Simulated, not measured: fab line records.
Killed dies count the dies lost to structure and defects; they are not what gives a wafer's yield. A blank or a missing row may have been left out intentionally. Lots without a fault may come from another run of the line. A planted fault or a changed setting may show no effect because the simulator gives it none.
fab line records | flow gf180mcu
record lots=5 wafers=15 last-day=34
route steps=602 shown SAB@269 SALICIDE@278
lots that met no fault: from a run of the same line without faults
start-h: the number of hours between the record's first day and the start of the first shown wafer of the lot | wait-h: hours elapsed since this lot's preceding step | " unchanged from the row above | L1.1+2: a row that stands for several wafers | - no value present, or no start provided | * or withheld: withheld | < > ~ a bound
route shown NAME@n: a module of which the file shows steps, and the number in the route of the first | usual: mean and standard deviation over wafers with no fault | same: alike in all rows | chamber/n: place in a boat | sites: each site's reading | _std_site: the values' standard deviation | _edge_site: the outer-site mean with the inner-site mean subtracted | radius-mm: how far each site lies from the wafer's centre | mask NAME#n: copy n | behind: the tool/chamber that last shaped the wafer | hold: why the lot went on hold/how many hours it stayed there/how the hold came to an end | device: whichever transistor did not switch (one of n, p or np) | end of line: the tests these same wafers got at the end of their route | a step given without rows: its recipe and nothing more | killed: at the first sort, the dies lost to defects and structure; wafer yield is something else | map: a wafer's dies, x killed, . not, _ none there
set.NAME: the setting the step ran with; set.NAME@STEP: the setting that earlier step ran with | model.NAME: the simulator's own value behind a step, which no gauge read
lots at selected steps of the route; one table per step, one row per wafer
services: when a tool's chamber went out of use (start-h, in hours from the record's first day, below 0 if earlier), for how many hours, and the reason
## steps
# step GF_SAB_SOFTBAKE_05
# recipe temp-c=90 time-s=60 resist=NOVOLAK
# step GF_SAB_EXPOSE_06
# recipe mask-id=SAB target-cd-nm=420 na=0.6 source-shape=conventional sigma-outer=0.6 dose-mj=140
# step GF_SAB_PEB_07
# recipe temp-c=withheld time-s=* resist=NOVOLAK
# step GF_SAB_DEVELOP_08
# recipe develop-time-s=60 dev-temp-c=23
# step GF_SAB_CD_MEAS_09
# recipe target-cd-nm=420
# usual cd-nm=419.8/2.1
# columns lot.wafer tool chamber start-h wait-h cd-nm
L792.2 cd-sem-01 - 371.50 0.1 421.1
L792.3 " - " " 424.5
L792.4 " - " " 422.8
L799.2 cd-sem-01 - 433.10 0.1 422.4
L799.4 " - " " 423.7
L799.5 " - " " 423.8
L804.2 cd-sem-01 - 471.90 0.1 419.4
L804.4 " - " " 419.4
L804.6 " - " " 419.6
L809.2 cd-sem-01 - 513.70 0.1 417.8
L809.4 " - " " 416.9
L809.6 " - " " 416.6
L812.3 cd-sem-01 - 532.42 0.1 422.3
L812.5 " - " " 421.6
L812.6 " - " " 420.4
# step GF_SAB_OVL_MEAS_10
# usual SAB_OVL=0.9/1.2
# columns lot.wafer tool chamber start-h wait-h SAB_OVL[nm]
L792.2 overlay-01 - 371.60 0.1 0.0
L792.3 " - " " 1.4
L792.4 " - " " 0.7
L799.2 overlay-01 - 433.20 0.1 1.2
L799.4 " - " " 1.3
L799.5 " - " " 1.5
L804.2 overlay-02 - 472.00 0.1 -1.1
L804.4 " - " " -1.4
L804.6 " - " " 0.6
L809.2 overlay-02 - 513.80 0.1 0.4
L809.4 " - " " 0.3
L809.6 " - " " 1.2
L812.3 overlay-02 - 532.51 0.1 -1.3
L812.5 " - " " 0.7
L812.6 " - " " 0.0
# step GF_SAB_ETCH_11
# recipe chemistry=C4F8/O2/Ar mask-material=NOVOLAK target=SiO2 target-depth-nm=55 source-w=1500 bias-w=1200 pressure-mtorr=40 c4f8-flow-sccm=withheld O2_flow_sccm=6 Ar_flow_sccm=300 time-s=8.5
# usual oes-product-au=1.003/0.0099
# columns lot.wafer tool chamber start-h wait-h oes-product-au rf-hours-counter-h
L792.2 rie-diel-02 0 371.63 0.0 0.999 17
L792.3 " 2 " " 0.993 90
L792.4 " 1 " " 0.992 34
L799.2 rie-diel-04 1 433.23 0.0 0.994 18
L799.4 " 3 " " 0.995 5
L799.5 " 0 " " 1.015 -
L804.2 rie-diel-01 2 472.03 0.0 0.990 2
L804.4 " 3 " " 0.991 85
L804.6 " 0 " " 1.014 -
L809.2 rie-diel-01 1 513.83 0.0 1.030 10
L809.4 " 2 " " 1.005 3
L809.6 " 3 " " 0.998 -
L812.3 rie-diel-01 0 532.53 0.0 0.997 34
L812.5 " 2 " " 0.997 -
L812.6 " 1 " " 1.013 -
# step GF_SAB_WET_ETCH_12
# recipe chemistry=dHF target-depth-nm=22 dry=n2-spin target=SiO2 temp-c=25 dilution=100:1 time-s=440
# step GF_SAB_STRIP_13
# recipe chemistry=O2/N2 power-w=1400 pressure-mtorr=1500 platen-temp-c=250 o2-flow-sccm=3000 n2-flow-sccm=300 overash-fraction=0.5
# usual drypump-motor-current-A=5.7/0.56 heater-power-w=335/24 oes-product-au=0.710/0.0039 strip-time-to-endpoint-s=12.60/0.038
# columns lot.wafer tool chamber start-h wait-h drypump-motor-current-A heater-power-w oes-product-au rf-hours-counter-h strip-time-to-endpoint-s
L792.2 plasma-asher-04 0 371.81 0.0 6.1 329 0.708 57 12.68
L792.3 " 1 " " 4.8 322 0.706 - 12.69
L792.4 " 0 " " 6.1 337 0.713 - 12.65
L799.2 plasma-asher-03 0 433.38 0.0 5.9 348 0.710 82 12.59
L799.4 " 0 " " 6.0 344 0.701 - 12.63
L799.5 " 0 " " 5.9 346 0.705 - 12.57
L804.2 plasma-asher-04 1 472.19 0.0 4.8 314 0.714 68 12.56
L804.4 " 1 " " 4.8 321 0.711 - 12.54
L804.6 " 0 " " 6.1 333 0.712 - 12.56
L809.2 plasma-asher-03 0 513.99 0.0 6.0 343 0.705 91 12.57
L809.4 " 1 " " 5.5 317 0.710 - 12.59
L809.6 " 0 " " 6.0 340 0.708 - 12.60
L812.3 plasma-asher-03 0 532.73 0.0 6.0 339 0.707 - 12.55
L812.5 " 1 " " 5.5 308 0.710 - 12.54
L812.6 " 0 " " 5.9 357 0.715 - 12.54
# step GF_SALICIDE_CLEAN_00
# recipe chemistry=SC1/SC2 mix=1:4:20 temp-c=70 time-s=150
# step GF_SALICIDE_WET_ETCH_01
# recipe chemistry=dHF target-depth-nm=5 dry=ipa-marangoni target=SiO2 temp-c=25 dilution=100:1 time-s=100
# step GF_SALICIDE_SPUTTER_02
# recipe material=Co target-thk-nm=10 power-w=1000 time-s=20 chamber-pressure-pa=0.4
# usual throttle-valve-pct=30.2/1.2
# columns lot.wafer tool chamber start-h wait-h throttle-valve-pct
L792.2 pvd-sputter-04 - 372.00 0.0 32.0
L792.3 " - " " 30.4
L792.4 " - " " 28.2
L799.2 pvd-sputter-03 - 433.58 0.0 29.8
L799.4 " - " " 30.3
L799.5 " - " " 31.7
L804.2 pvd-sputter-02 - 472.37 0.0 30.4
L804.4 " - " " 30.9
L804.6 " - " " 29.0
L809.2 pvd-sputter-03 - 514.21 0.0 30.5
L809.4 " - " " 32.0
L809.6 " - " " 30.6
L812.3 pvd-sputter-03 - 532.89 0.0 30.8
L812.5 " - " " 29.6
L812.6 " - " " 31.9
# step GF_SALICIDE_SPUTTER_03
# recipe material=TiN target-thk-nm=20 power-w=6500 time-s=16.7 chamber-pressure-pa=0.4
# usual throttle-valve-pct=30.2/1.2
# columns lot.wafer tool chamber start-h wait-h throttle-valve-pct model.TiN_of_SALICIDE_SPUTTER_03.thk-nm
L792.2 pvd-sputter-04 - 372.03 0.0 31.8 20.22
L792.3 " - " " 30.2 19.83
L792.4 " - " " 28.7 20.29
L799.2 pvd-sputter-03 - 433.61 0.0 29.8 19.63
L799.4 " - " " 30.3 20.24
L799.5 " - " " 32.0 19.56
L804.2 pvd-sputter-02 - 472.40 0.0 30.6 20.2
L804.4 " - " " 30.5 20.18
L804.6 " - " " 28.8 20.05
L809.2 pvd-sputter-03 - 514.24 0.0 30.4 20.32
L809.4 " - " " 31.7 20.12
L809.6 " - " " 30.5 20.4
L812.3 pvd-sputter-03 - 532.92 0.0 30.1 19.82
L812.5 " - " " 29.5 19.94
L812.6 " - " " 32.1 19.83
# step GF_SALICIDE_RS_MEAS_04
# recipe thk-meas-gauge=four-point-probe reads=TiN_of_SALICIDE_SPUTTER_03+Co_of_SALICIDE_SPUTTER_02
# usual SALICIDE_TIN_RS=16.21/0.28
# columns lot.wafer tool chamber start-h wait-h SALICIDE_TIN_RS[ohm/sq]
L792.2 film-metro-04 - 372.08 0.0 15.88
L792.3 " - " " 15.94
L792.4 " - " " 16.32
L799.2 film-metro-03 - 433.65 0.0 16.15
L799.4 " - " " 15.87
L799.5 " - " " 16.06
L804.2 film-metro-03 - 472.45 0.0 15.91
L804.4 " - " " 16.18
L804.6 " - " " 16.37
L809.2 film-metro-04 - 514.28 0.0 16.50
L809.4 " - " " 16.17
L809.6 " - " " 16.10
L812.3 film-metro-03 - 532.98 0.1 16.71
L812.5 " - " " 16.48
L812.6 " - " " 16.55
## services
# columns tool chamber start-h hours kind
rie-diel-01 2 361.19 - clean
rie-diel-01 2 361.19 15.9 scheduled-down
rie-diel-01 2 361.19 15.9 vent-cycle
rie-diel-02 - 372.69 4.8 repair
pvd-sputter-02 - 394.88 1.9 repair
pvd-sputter-03 1 425.18 - consumable-replace:kit
pvd-sputter-03 1 425.18 18.0 scheduled-down
pvd-sputter-03 1 425.18 18.0 vent-cycle
pvd-sputter-02 0 425.61 - consumable-replace:kit
pvd-sputter-02 0 425.61 18.0 scheduled-down
pvd-sputter-02 0 425.61 18.0 vent-cycle
rie-diel-02 - 436.57 0.3 repair
plasma-asher-03 - 441.67 1.2 repair
pvd-sputter-02 - 444.28 6.8 repair
pvd-sputter-04 0 461.28 - consumable-replace:kit
pvd-sputter-04 0 461.28 18.0 scheduled-down
pvd-sputter-04 0 461.28 18.0 vent-cycle
pvd-sputter-02 - 473.15 14.5 repair
rie-diel-01 0 479.66 5.9 repair
rie-diel-04 0 491.11 6.0 repair
rie-diel-02 1 492.40 9.4 repair
rie-diel-01 2 498.16 5.9 repair
rie-diel-04 - 518.52 14.6 pm
rie-diel-01 - 531.23 0.5 repair
## key
first-sign none at tools or gauges
model-effect step=GF_SALICIDE_SPUTTER_03 value=TiN_of_SALICIDE_SPUTTER_03.thk-nm without=19.85 struck=20.24
met-at GF_SALICIDE_SPUTTER_03
struck-wafers L799.4
tester-left-out L799
fault kind=process-parameter-drift tool=pvd-sputter-03 chamber=- onset-h=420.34 steps=GF_SALICIDE_SPUTTER_03 channel=target-thk-nm offset=0.38338 shape=step end-h=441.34 acts-in=these-recipes-only stated=20 scope=struck-wafers-only
# tester-left-out: of these lots the tester's yield and bins aren't shown, on N5 and GAA mostly nor the transistor test; their killed dies are dies lost to structure and defects alone, not to doping, threshold or leakage, so they don't give the yield
